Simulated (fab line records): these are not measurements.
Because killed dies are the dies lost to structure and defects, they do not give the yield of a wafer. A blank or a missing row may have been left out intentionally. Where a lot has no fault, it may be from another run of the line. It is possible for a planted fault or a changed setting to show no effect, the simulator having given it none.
Code-filled problem report in 8D (eight disciplines) form + flow gf180mcu + the parts of the form that need people (team, actions taken, sign-off) are left out

1. THE PROBLEM
DNWELL_TW at GF_DNWELL_TW_MEAS_09 reads a mean of 1248 on 9 wafers of 3 lots; wafers without a fault read 1347 with a standard deviation of 9.5. Measured from the usual mean, that is -10 standard deviations.
The first sign was on wafer L905.2 at day 7 05:29, on film metro-02. The record has a number at this step for 42 wafers belonging to 14 lots. Rule for "out", or "out of limits": more than 4 standard deviations from the usual mean. The other wafers with a number count as sound.

2. WHAT IT IS, AND WHAT IT ISN'T
| question                    | is                           | is not                                                              |
|-----------------------------|------------------------------|---------------------------------------------------------------------|
| which readings at this step | DNWELL_TW                    | -                                                                   |
| which lots                  | L905, L906, L907             | L886, L887, L888, L890, L891, L892, L895, L896, L897, L898, L908    |
| which wafers of those lots  | all that have a number       | -                                                                   |
| read on which gauges        | film metro-01, film metro-02 | film metro-04                                                       |
| when                        | from day 7 05:29             | up to then (30 sound wafers); but 3 sound wafers of L908 came after |

3. THE SUSPECTS, EACH WITH WHAT RULES IT OUT
Counting: any tool at a process step up to the reading is kept as a suspect provided that every lot that is out went through it and no sound lot did after the first of them.
- the gauge at GF_DNWELL_TW_MEAS_09: ruled out. Those wafers that are out were read across 2 gauges (film metro-01, film metro-02).
- implanter-03 at GF_DNWELL_IMPLANT_07: kept. All lots that are out passed through it, beginning with L905 at day 7 05:15, and no sound lot followed; its final sound lot before that point was L897 at day 5 10:01.
The count leaves implanter-03 at GF_DNWELL_IMPLANT_07.

4. THE CAUSE (what the simulator had put in)
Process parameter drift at GF_DNWELL_IMPLANT_07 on implanter-03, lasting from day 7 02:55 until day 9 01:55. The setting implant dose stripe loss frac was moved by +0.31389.
The count eliminated every tool but this one.

5. SEQUENCE OF EFFECTS, ordered by route
Rows list readings where the struck wafers' mean (over those with a number) sits beyond 3 standard deviations from the usual. Scope: only readings with a usual standard deviation given in the record; hours: median across lots of the time from each lot's start at the first step in this table that gives one to its start at this step; sigmas: change in usual standard deviations.
| hours | step                 | reading   | usual | on struck wafers | change | sigmas |
|-------|----------------------|-----------|-------|------------------|--------|--------|
| 0     | GF_DNWELL_TW_MEAS_09 | DNWELL_TW | 1347  | 1248             | -99    | -10    |
Later steps that measure or inspect, where all struck wafers having a row at the step show a number for every such reading and not one has moved that far: GF_POLY_GATE_THK_MEAS_17, GF_HV_LDD_TW_MEAS_38, GF_SALICIDE_THK_MEAS_05.

6. HOW IT WOULD HAVE BEEN CAUGHT EARLIER
Counted from the fault's start at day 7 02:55, it took 3 hours until the first out-of-limits reading at a measuring or inspecting step in this record, taken at day 7 05:29.
Of the tool readings at GF_DNWELL_IMPLANT_07 for which the record gives a usual standard deviation, none was out on any struck wafer, so an alarm limit of 4 standard deviations on them would not have fired.
Lots out: 3; of these, L906, L907 started GF_DNWELL_IMPLANT_07 on implanter-03 after day 7 05:29. A hold on the tool at that time would have spared those 2.
